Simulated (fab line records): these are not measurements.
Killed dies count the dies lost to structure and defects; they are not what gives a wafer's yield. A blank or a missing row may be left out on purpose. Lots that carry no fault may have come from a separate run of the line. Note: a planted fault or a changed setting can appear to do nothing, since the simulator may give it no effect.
fab line records    flow sky130    part 1 of 2: steps 1 to 28 of 41
record: lots: 5  wafers: 15  last_day: 50
route steps=708 shown POLY_CUT@312 SD_P@320 RES_XHIGH@332 SD_N@342
lots that met no fault: taken from a fault-free run of the same line
start_h: hours from the record's first day to the start of the lot's first wafer shown    wait_h: how many hours have passed since the lot's step before this one    " identical to the entry in the row above    L1.1+2: several wafers, shown together as one row    - no value present, or no start provided    * or withheld: withheld    < > ~ a bound
route shown NAME@n: names a module that has steps shown in the file, with the first one's number in the route    usual: the fault-free wafers' mean and standard deviation    same: alike in all rows    chamber/n: place in a boat    sites: per-site readings    _std_site: standard deviation across them    _edge_site: inner sites' mean taken away from outer sites' mean    radius_mm: for every site, how far away it sits from the centre of the wafer    mask NAME#n: copy n    behind: the tool/chamber that last shaped the wafer    hold: cause of the lot's hold/its duration in hours/its outcome    device: the transistor (n, p or np) that didn't switch    end of line: tests of these same wafers at the route's end    for a step that has no rows: nothing shown but its recipe    killed: dies lost to structure and defects at the first sort, not the wafer's yield    map: shows each die of a wafer: x if killed, . if not, _ if none is there
set.NAME: the run value of the setting; set.NAME@STEP: its run value at that earlier step    model.NAME: the simulator's own value behind a step, which no gauge read
lots seen at some steps along the route; tables by step, rows by wafer
services: from which hour (start_h, from the record's first day; less than 0 if before it) a tool's chamber was out of use, for how many hours, and why
== steps ==
step: SKY_POLY_CUT_EXPOSE_05
recipe: mask_id: NPCM  na: 0.8  source_shape: annular  sigma_inner: 0.55  sigma_outer: 0.85  target_cd_nm: 270  dose_mj: 32
usual: focus_offset_nm: 0.1/0.54
same: sigma_outer: 0.85
lot.wafer  tool            chamber  start_h  wait_h  mask    focus_offset_nm
L081.2     krf_scanner-02  0        -        -       NPCM#0  0.8
L081.3     "               0        "        "       NPCM#0  0.2
L081.4     "               0        "        "       NPCM#0  0.6
L082.2     krf_scanner-02  0        -        -       NPCM#0  0.2
L082.5     "               0        "        "       NPCM#0  -0.4
L082.6     "               0        "        "       NPCM#0  0.0
L084.1     krf_scanner-01  0        -        -       NPCM#0  -1.3
L084.2     "               0        "        "       NPCM#0  0.1
L084.3     "               0        "        "       NPCM#0  -0.6
L089.3     krf_scanner-01  0        -        -       NPCM#0  -1.1
L089.4     "               0        "        "       NPCM#0  0.0
L089.6     "               0        "        "       NPCM#0  -0.3
L097.2     krf_scanner-01  0        -        -       NPCM#0  0.4
L097.3     "               0        "        "       NPCM#0  0.3
L097.6     "               0        "        "       NPCM#0  0.1
step: SKY_POLY_CUT_PEB_06
recipe: peb_temp_c: withheld  peb_time_s: withheld  resist: KrF-thick
lot.wafer   tool            chamber  start_h  wait_h
L081.2+3+4  litho_track-01  0        -        -
L082.2+5+6  litho_track-03  0        -        -
L084.1+2+3  litho_track-01  0        -        -
L089.3+4+6  litho_track-04  0        -        -
L097.2+3+6  litho_track-04  0        -        -
step: SKY_POLY_CUT_DEVELOP_07
recipe: develop_time_s: 60  resist: KrF-thick  dev_temp_c: 21
lot.wafer   tool            chamber  start_h  wait_h
L081.2+3+4  litho_track-01  0        -        -
L082.2+5+6  litho_track-03  0        -        -
L084.1+2+3  litho_track-01  0        -        -
L089.3+4+6  litho_track-04  0        -        -
L097.2+3+6  litho_track-04  0        -        -
step: SKY_POLY_CUT_CD_MEAS_08
recipe: target_cd_nm: 270
usual: cd_nm: 270.0/1.2
lot.wafer  tool       chamber  start_h  wait_h  cd_nm
L081.2     cd_sem-01  -        618.88   -       267.5
L081.3     "          -        "        "       268.5
L081.4     "          -        "        "       270.3
L082.2     cd_sem-01  -        620.49   -       270.2
L082.5     "          -        "        "       271.1
L082.6     "          -        "        "       271.2
L084.1     cd_sem-01  -        648.56   -       269.9
L084.2     "          -        "        "       270.0
L084.3     "          -        "        "       270.5
L089.3     cd_sem-02  -        687.27   -       271.6
L089.4     "          -        "        "       271.7
L089.6     "          -        "        "       272.2
L097.2     cd_sem-02  -        748.55   -       269.6
L097.3     "          -        "        "       269.7
L097.6     "          -        "        "       268.8
step: SKY_POLY_CUT_OVL_MEAS_09
usual: POLY_CUT_OVL: -3/5.5
lot.wafer  tool        chamber  start_h  wait_h  POLY_CUT_OVL[nm]
L081.2     overlay-02  -        618.98   0.1     -6
L081.3     "           -        "        "       -2
L081.4     "           -        "        "       -1
L082.2     overlay-01  -        620.59   0.1     6
L082.5     "           -        "        "       1
L082.6     "           -        "        "       6
L084.1     overlay-02  -        648.68   0.1     -2
L084.2     "           -        "        "       4
L084.3     "           -        "        "       -5
L089.3     overlay-01  -        687.37   0.1     -11
L089.4     "           -        "        "       -4
L089.6     "           -        "        "       -4
L097.2     overlay-01  -        748.66   0.1     2
L097.3     "           -        "        "       -10
L097.6     "           -        "        "       11
step: SKY_POLY_CUT_ETCH_10
recipe: chemistry: N2/H2  target: BARC  ion_energy_ev: 200  source_w: 500  bias_w: 100  pressure_mtorr: 30  n2_flow_sccm: 100  h2_flow_sccm: 200  stop_on: SiO2  time_s: 45.9  target_depth_a: 600
usual: drypump_motor_current_A: 5.8/0.42  oes_product_au: 0.855/0.0048  rf_fwd_power_W: 496.1/1.9  throttle_valve_pct: 13.224/0.0099
lot.wafer  tool         chamber  start_h  wait_h  drypump_motor_current_A  oes_product_au  rf_fwd_power_W  rf_hours_counter_h  throttle_valve_pct
L081.2     rie_diel-02  0        619.01   0.0     6.0                      0.856           496.5           7                   13.237
L081.3     "            1        "        "       5.7                      0.867           495.2           2                   13.223
L081.4     "            3        "        "       5.9                      0.861           495.6           2                   13.223
L082.2     rie_diel-01  3        620.62   0.0     6.6                      0.857           496.3           10                  13.222
L082.5     "            2        "        "       5.5                      0.856           495.7           -                   13.249
L082.6     "            1        "        "       5.9                      0.857           496.0           -                   13.233
L084.1     rie_diel-02  1        648.71   0.0     5.7                      0.855           498.7           2                   13.223
L084.2     "            2        "        "       5.2                      0.860           491.7           2                   13.217
L084.3     "            3        "        "       5.9                      0.857           495.9           3                   13.223
L089.3     rie_diel-01  3        687.39   0.0     6.6                      0.853           496.0           12                  13.220
L089.4     "            2        "        "       5.5                      0.845           496.3           -                   13.214
L089.6     "            3        "        "       6.6                      0.853           498.1           -                   13.217
L097.2     rie_diel-02  0        748.69   0.0     6.0                      0.851           494.9           10                  13.211
L097.3     "            1        "        "       5.7                      0.862           499.3           5                   13.239
L097.6     "            3        "        "       5.9                      0.852           498.2           -                   13.231
step: SKY_POLY_CUT_ETCH_11
recipe: target: Si3N4  chemistry: CF4/CH2F2/Ar  stop_on: poly-Si  source_w: 600  bias_w: 150  pressure_mtorr: 40  cf4_flow_sccm: 40  ch2f2_flow_sccm: 20  Ar_flow_sccm: 150  time_s: 42.5  target_depth_a: 600
usual: drypump_motor_current_A: 5.8/0.42  oes_product_au: 0.830/0.0065  rf_fwd_power_W: 595.2/2.3  throttle_valve_pct: 14.994/0.0091
lot.wafer  tool         chamber  start_h  wait_h  drypump_motor_current_A  oes_product_au  rf_fwd_power_W  rf_hours_counter_h  throttle_valve_pct
L081.2     rie_diel-02  0        619.05   0.0     6.0                      0.833           596.9           7                   14.993
L081.3     "            1        "        "       5.7                      0.827           596.3           2                   14.999
L081.4     "            3        "        "       5.9                      0.824           596.3           2                   14.984
L082.2     rie_diel-01  3        620.67   0.0     6.6                      0.823           596.2           10                  15.000
L082.5     "            2        "        "       5.5                      0.825           595.2           -                   14.988
L082.6     "            1        "        "       5.9                      0.824           598.1           -                   14.984
L084.1     rie_diel-02  1        648.75   0.0     5.7                      0.828           595.0           2                   14.998
L084.2     "            2        "        "       5.2                      0.830           592.4           2                   14.997
L084.3     "            3        "        "       5.9                      0.823           595.4           3                   14.985
L089.3     rie_diel-01  3        687.43   0.0     6.6                      0.823           595.2           12                  14.992
L089.4     "            2        "        "       5.5                      0.835           594.4           -                   15.015
L089.6     "            3        "        "       6.6                      0.828           594.2           -                   14.997
L097.2     rie_diel-02  0        748.73   0.0     6.0                      0.829           593.6           10                  14.988
L097.3     "            1        "        "       5.7                      0.839           598.3           5                   14.997
L097.6     "            3        "        "       5.9                      0.839           595.4           -                   14.995
step: SKY_POLY_CUT_STRIP_12
recipe: chemistry: O2/N2  power_w: 1400  pressure_mtorr: 1500  platen_temp_c: withheld  o2_flow_sccm: 3000  n2_flow_sccm: 300  overash_fraction: 0.5
usual: drypump_motor_current_A: 5.6/0.45  oes_product_au: 0.452/0.005  strip_time_to_endpoint_s: 5.359/0.016
lot.wafer  tool             chamber  start_h  wait_h  drypump_motor_current_A  oes_product_au  rf_hours_counter_h  strip_time_to_endpoint_s
L081.2     plasma_asher-02  0        619.10   0.0     5.7                      0.448           79                  5.352
L081.3     "                1        "        "       5.8                      0.458           -                   5.357
L081.4     "                0        "        "       5.7                      0.449           -                   5.369
L082.2     plasma_asher-03  1        620.71   0.0     4.8                      0.449           50                  5.373
L082.5     "                0        "        "       5.2                      0.452           -                   5.387
L082.6     "                1        "        "       4.8                      0.449           -                   5.379
L084.1     plasma_asher-03  0        648.80   0.0     5.3                      0.463           53                  5.374
L084.2     "                1        "        "       4.9                      0.460           53                  5.364
L084.3     "                0        "        "       5.3                      0.455           -                   5.361
L089.3     plasma_asher-04  0        687.51   0.1     5.8                      0.454           -                   5.338
L089.4     "                1        "        "       6.3                      0.449           -                   5.351
L089.6     "                0        "        "       5.8                      0.454           -                   5.377
L097.2     plasma_asher-03  1        748.77   0.0     4.8                      0.445           58                  5.341
L097.3     "                0        "        "       5.3                      0.447           -                   5.346
L097.6     "                0        "        "       5.3                      0.441           -                   5.358
step: SKY_SD_P_DEHYDRATE_00
recipe: temp_c: 200  time_s: 60
lot.wafer   tool            chamber  start_h  wait_h
L081.2+3+4  litho_track-01  0        632.33   13.2
L082.2+5+6  litho_track-04  0        634.71   14.0
L084.1+2+3  litho_track-02  0        662.36   13.5
L089.3+4+6  litho_track-02  0        701.16   13.6
L097.2+3+6  litho_track-02  0        761.54   12.7
step: SKY_SD_P_HMDS_01
recipe: prime_time_s: 60  prime_temp_c: 120
same: prime_time_s: 60
lot.wafer   tool            chamber  start_h  wait_h
L081.2+3+4  litho_track-01  0        632.48   0.1
L082.2+5+6  litho_track-04  0        634.86   0.1
L084.1+2+3  litho_track-02  0        662.51   0.1
L089.3+4+6  litho_track-02  0        701.31   0.1
L097.2+3+6  litho_track-02  0        761.69   0.1
step: SKY_SD_P_COAT_02
recipe: resist: NOVOLAK  spin_rpm: 3000  resist_thk_nm: 1140
lot.wafer   tool            chamber  start_h  wait_h
L081.2+3+4  litho_track-01  0        632.63   0.1
L082.2+5+6  litho_track-04  0        635.01   0.1
L084.1+2+3  litho_track-02  0        662.66   0.1
L089.3+4+6  litho_track-02  0        701.46   0.1
L097.2+3+6  litho_track-02  0        761.84   0.1
step: SKY_SD_P_SOFTBAKE_03
recipe: temp_c: 90  time_s: 60  resist: NOVOLAK
lot.wafer   tool            chamber  start_h  wait_h
L081.2+3+4  litho_track-01  0        632.78   0.1
L082.2+5+6  litho_track-04  0        635.16   0.1
L084.1+2+3  litho_track-02  0        662.81   0.1
L089.3+4+6  litho_track-02  0        701.61   0.1
L097.2+3+6  litho_track-02  0        761.99   0.1
step: SKY_SD_P_EXPOSE_04
recipe: mask_id: PSDM  na: 0.6  source_shape: conventional  sigma_outer: 0.6  polarization: unpolarized  target_cd_nm: 380  dose_mj: 138
usual: focus_offset_nm: 0.0/0.52
same: sigma_outer: 0.6
lot.wafer  tool              chamber  start_h  wait_h  mask    focus_offset_nm
L081.2     iline_stepper-01  0        -        -       PSDM#0  -0.6
L081.3     "                 0        "        "       PSDM#0  -0.3
L081.4     "                 0        "        "       PSDM#0  -0.5
L082.2     iline_stepper-01  0        -        -       PSDM#0  -0.2
L082.5     "                 0        "        "       PSDM#0  0.0
L082.6     "                 0        "        "       PSDM#0  -0.1
L084.1     iline_stepper-02  0        -        -       PSDM#0  0.3
L084.2     "                 0        "        "       PSDM#0  0.2
L084.3     "                 0        "        "       PSDM#0  0.2
L089.3     iline_stepper-01  0        -        -       PSDM#0  0.4
L089.4     "                 0        "        "       PSDM#0  0.5
L089.6     "                 0        "        "       PSDM#0  0.5
L097.2     iline_stepper-02  0        -        -       PSDM#0  0.7
L097.3     "                 0        "        "       PSDM#0  0.6
L097.6     "                 0        "        "       PSDM#0  -0.3
step: SKY_SD_P_PEB_05
recipe: temp_c: withheld  time_s: *  resist: NOVOLAK
lot.wafer   tool            chamber  start_h  wait_h
L081.2+3+4  litho_track-02  0        -        -
L082.2+5+6  litho_track-04  0        -        -
L084.1+2+3  litho_track-01  0        -        -
L089.3+4+6  litho_track-04  0        -        -
L097.2+3+6  litho_track-01  0        -        -
step: SKY_SD_P_DEVELOP_06
recipe: resist: NOVOLAK  developer: TMAH  develop_time_s: 60  dev_temp_c: 23
lot.wafer   tool            chamber  start_h  wait_h
L081.2+3+4  litho_track-02  0        647.39   0.1
L082.2+5+6  litho_track-04  0        649.51   0.1
L084.1+2+3  litho_track-01  0        677.11   0.1
L089.3+4+6  litho_track-04  0        715.38   0.1
L097.2+3+6  litho_track-01  0        775.43   0.1
step: SKY_SD_P_CD_MEAS_07
recipe: target_cd_nm: 380
usual: cd_nm: 380.4/2.6
lot.wafer  tool       chamber  start_h  wait_h  cd_nm
L081.2     cd_sem-02  -        647.53   0.1     382.3
L081.3     "          -        "        "       381.4
L081.4     "          -        "        "       385.0
L082.2     cd_sem-02  -        649.65   0.1     380.1
L082.5     "          -        "        "       380.8
L082.6     "          -        "        "       378.9
L084.1     cd_sem-02  -        677.26   0.1     381.3
L084.2     "          -        "        "       380.0
L084.3     "          -        "        "       381.5
L089.3     cd_sem-01  -        715.52   0.1     377.3
L089.4     "          -        "        "       379.1
L089.6     "          -        "        "       378.5
L097.2     cd_sem-01  -        775.58   0.1     380.7
L097.3     "          -        "        "       380.0
L097.6     "          -        "        "       381.2
step: SKY_SD_P_OVL_MEAS_08
usual: SD_P_OVL: 0.5/1.3
lot.wafer  tool        chamber  start_h  wait_h  SD_P_OVL[nm]
L081.2     overlay-02  -        647.64   0.1     1.6
L081.3     "           -        "        "       0.3
L081.4     "           -        "        "       0.0
L082.2     overlay-02  -        649.76   0.1     0.4
L082.5     "           -        "        "       -0.7
L082.6     "           -        "        "       1.3
L084.1     overlay-01  -        677.38   0.1     -2.0
L084.2     "           -        "        "       -2.2
L084.3     "           -        "        "       -2.0
L089.3     overlay-01  -        715.62   0.1     1.5
L089.4     "           -        "        "       0.8
L089.6     "           -        "        "       0.0
L097.2     overlay-01  -        775.68   0.1     -1.0
L097.3     "           -        "        "       -0.8
L097.6     "           -        "        "       -1.8
step: SKY_SD_P_IMPLANT_09
recipe: species: BF2  energy_kev: 20  dose_cm2: 3e+15  tilt_deg: 0
usual: beam_on_s: 13.1/0.54  end_station_pressure_torr: 1.46e-05/8.6e-07
lot.wafer  tool          chamber  start_h  wait_h  beam_on_s  end_station_pressure_torr
L081.2     implanter-03  0        647.69   0.0     13.3       1.51e-05
L081.3     "             0        "        "       13.0       1.41e-05
L081.4     "             0        "        "       13.9       1.35e-05
L082.2     implanter-03  0        649.81   0.0     13.8       1.54e-05
L082.5     "             0        "        "       13.7       1.49e-05
L082.6     "             0        "        "       13.7       1.41e-05
L084.1     implanter-03  0        677.41   0.0     13.4       1.35e-05
L084.2     "             0        "        "       13.8       1.45e-05
L084.3     "             0        "        "       13.6       1.44e-05
L089.3     implanter-01  0        715.69   0.1     12.1       1.52e-05
L089.4     "             0        "        "       12.3       1.65e-05
L089.6     "             0        "        "       12.6       1.6e-05
L097.2     implanter-03  0        775.74   0.0     13.5       1.37e-05
L097.3     "             0        "        "       13.7       1.42e-05
L097.6     "             0        "        "       13.3       1.46e-05
step: SKY_SD_P_STRIP_10
recipe: chemistry: O2/N2  power_w: 1400  pressure_mtorr: 1500  platen_temp_c: withheld  o2_flow_sccm: 3000  n2_flow_sccm: 300  overash_fraction: 0.5
usual: drypump_motor_current_A: 5.7/0.34  oes_product_au: 0.617/0.0051  strip_time_to_endpoint_s: 17.51/0.039
lot.wafer  tool             chamber  start_h  wait_h  drypump_motor_current_A  oes_product_au  rf_hours_counter_h  strip_time_to_endpoint_s
L081.2     plasma_asher-04  1        647.82   0.1     6.2                      0.617           22                  17.48
L081.3     "                1        "        "       6.2                      0.622           -                   17.51
L081.4     "                0        "        "       5.8                      0.616           -                   17.51
L082.2     plasma_asher-02  1        649.94   0.1     5.8                      0.611           81                  17.51
L082.5     "                0        "        "       5.7                      0.619           -                   17.54
L082.6     "                1        "        "       5.8                      0.613           -                   17.49
L084.1     plasma_asher-02  1        677.56   0.1     5.8                      0.611           84                  17.54
L084.2     "                0        "        "       5.7                      0.621           84                  17.52
L084.3     "                0        "        "       5.7                      0.611           -                   17.51
L089.3     plasma_asher-02  1        715.82   0.1     5.8                      0.622           -                   17.40
L089.4     "                0        "        "       5.7                      0.620           -                   17.43
L089.6     "                1        "        "       5.8                      0.609           -                   17.40
L097.2     plasma_asher-01  0        775.86   0.1     5.1                      0.609           3                   17.48
L097.3     "                1        "        "       5.4                      0.614           -                   17.49
L097.6     "                1        "        "       5.4                      0.609           -                   17.50
step: SKY_SD_P_TW_MEAS_11
usual: SD_P_TW: 2833/22
lot.wafer  tool           chamber  start_h  wait_h  SD_P_TW
L081.2     film_metro-02  -        647.93   0.1     2837
L081.3     "              -        "        "       2851
L081.4     "              -        "        "       2829
L082.2     film_metro-02  -        650.05   0.1     2865
L082.5     "              -        "        "       2856
L082.6     "              -        "        "       2876
L084.1     film_metro-04  -        677.66   0.1     2756
L084.2     "              -        "        "       2761
L084.3     "              -        "        "       2770
L089.3     film_metro-02  -        715.91   0.1     2823
L089.4     "              -        "        "       2835
L089.6     "              -        "        "       2846
L097.2     film_metro-01  -        775.97   0.1     2826
L097.3     "              -        "        "       2822
L097.6     "              -        "        "       2831
step: SKY_RES_XHIGH_DEHYDRATE_00
recipe: temp_c: 200  time_s: 60
lot.wafer   tool            chamber  start_h  wait_h
L081.2+3+4  litho_track-03  0        661.19   13.3
L082.2+5+6  litho_track-03  0        663.84   13.8
L084.1+2+3  litho_track-04  0        689.73   12.1
L089.3+4+6  litho_track-03  0        729.47   13.5
L097.2+3+6  litho_track-04  0        788.51   12.5
step: SKY_RES_XHIGH_HMDS_01
recipe: prime_time_s: 60  prime_temp_c: 120
same: prime_time_s: 60
lot.wafer   tool            chamber  start_h  wait_h
L081.2+3+4  litho_track-03  0        661.34   0.1
L082.2+5+6  litho_track-03  0        663.99   0.1
L084.1+2+3  litho_track-04  0        689.88   0.1
L089.3+4+6  litho_track-03  0        729.62   0.1
L097.2+3+6  litho_track-04  0        788.66   0.1
step: SKY_RES_XHIGH_COAT_02
recipe: resist: NOVOLAK  spin_rpm: 3000  resist_thk_nm: 1140
lot.wafer   tool            chamber  start_h  wait_h
L081.2+3+4  litho_track-03  0        661.49   0.1
L082.2+5+6  litho_track-03  0        664.14   0.1
L084.1+2+3  litho_track-04  0        690.03   0.1
L089.3+4+6  litho_track-03  0        729.77   0.1
L097.2+3+6  litho_track-04  0        788.81   0.1
step: SKY_RES_XHIGH_SOFTBAKE_03
recipe: temp_c: 90  time_s: 60  resist: NOVOLAK
lot.wafer   tool            chamber  start_h  wait_h
L081.2+3+4  litho_track-03  0        661.64   0.1
L082.2+5+6  litho_track-03  0        664.29   0.1
L084.1+2+3  litho_track-04  0        690.18   0.1
L089.3+4+6  litho_track-03  0        729.92   0.1
L097.2+3+6  litho_track-04  0        788.96   0.1
step: SKY_RES_XHIGH_EXPOSE_04
recipe: mask_id: URPM  na: 0.6  source_shape: conventional  sigma_outer: 0.6  polarization: unpolarized  target_cd_nm: 1270  dose_mj: 140
usual: focus_offset_nm: 0.1/0.55
same: sigma_outer: 0.6
lot.wafer  tool              chamber  start_h  wait_h  mask    focus_offset_nm
L081.2     iline_stepper-01  0        -        -       URPM#0  -0.5
L081.3     "                 0        "        "       URPM#0  0.1
L081.4     "                 0        "        "       URPM#0  -0.1
L082.2     iline_stepper-02  0        -        -       URPM#0  -0.5
L082.5     "                 0        "        "       URPM#0  1.0
L082.6     "                 0        "        "       URPM#0  -0.2
L084.1     iline_stepper-02  0        -        -       URPM#0  0.5
L084.2     "                 0        "        "       URPM#0  -0.1
L084.3     "                 0        "        "       URPM#0  0.2
L089.3     iline_stepper-01  0        -        -       URPM#0  0.3
L089.4     "                 0        "        "       URPM#0  0.7
L089.6     "                 0        "        "       URPM#0  -0.2
L097.2     iline_stepper-02  0        -        -       URPM#0  0.3
L097.3     "                 0        "        "       URPM#0  0.4
L097.6     "                 0        "        "       URPM#0  -0.3
step: SKY_RES_XHIGH_PEB_05
recipe: temp_c: withheld  time_s: *  resist: NOVOLAK
lot.wafer   tool            chamber  start_h  wait_h
L081.2+3+4  litho_track-02  0        -        -
L082.2+5+6  litho_track-03  0        -        -
L084.1+2+3  litho_track-02  0        -        -
L089.3+4+6  litho_track-02  0        -        -
L097.2+3+6  litho_track-02  0        -        -
step: SKY_RES_XHIGH_DEVELOP_06
recipe: resist: NOVOLAK  developer: TMAH  develop_time_s: 60  dev_temp_c: 23
lot.wafer   tool            chamber  start_h  wait_h
L081.2+3+4  litho_track-02  0        676.24   0.1
L082.2+5+6  litho_track-03  0        678.14   0.1
L084.1+2+3  litho_track-02  0        704.81   0.1
L089.3+4+6  litho_track-02  0        743.46   0.1
L097.2+3+6  litho_track-02  0        801.09   0.1
step: SKY_RES_XHIGH_IMPLANT_07
recipe: species: BF2  energy_kev: 20  dose_cm2: 3.6e+14  tilt_deg: 0
usual: beam_on_s: 37.9/1.7  end_station_pressure_torr: 5.3e-06/3e-07
lot.wafer  tool          chamber  start_h  wait_h  beam_on_s  end_station_pressure_torr
L081.2     implanter-04  0        676.39   0.1     37.2       5.2e-06
L081.3     "             0        "        "       37.9       4.7e-06
L081.4     "             0        "        "       38.3       5e-06
L082.2     implanter-03  0        678.29   0.1     39.0       5.4e-06
L082.5     "             0        "        "       39.0       5.5e-06
L082.6     "             0        "        "       38.7       5.2e-06
L084.1     implanter-03  0        704.96   0.1     38.7       5.1e-06
L084.2     "             0        "        "       38.6       5.2e-06
L084.3     "             0        "        "       39.6       5.6e-06
L089.3     implanter-04  0        743.61   0.1     39.2       5.1e-06
L089.4     "             0        "        "       40.5       5.1e-06
L089.6     "             0        "        "       38.2       5.4e-06
L097.2     implanter-04  0        801.24   0.1     38.6       5.3e-06
L097.3     "             0        "        "       38.4       6.1e-06
L097.6     "             0        "        "       38.0       4.8e-06
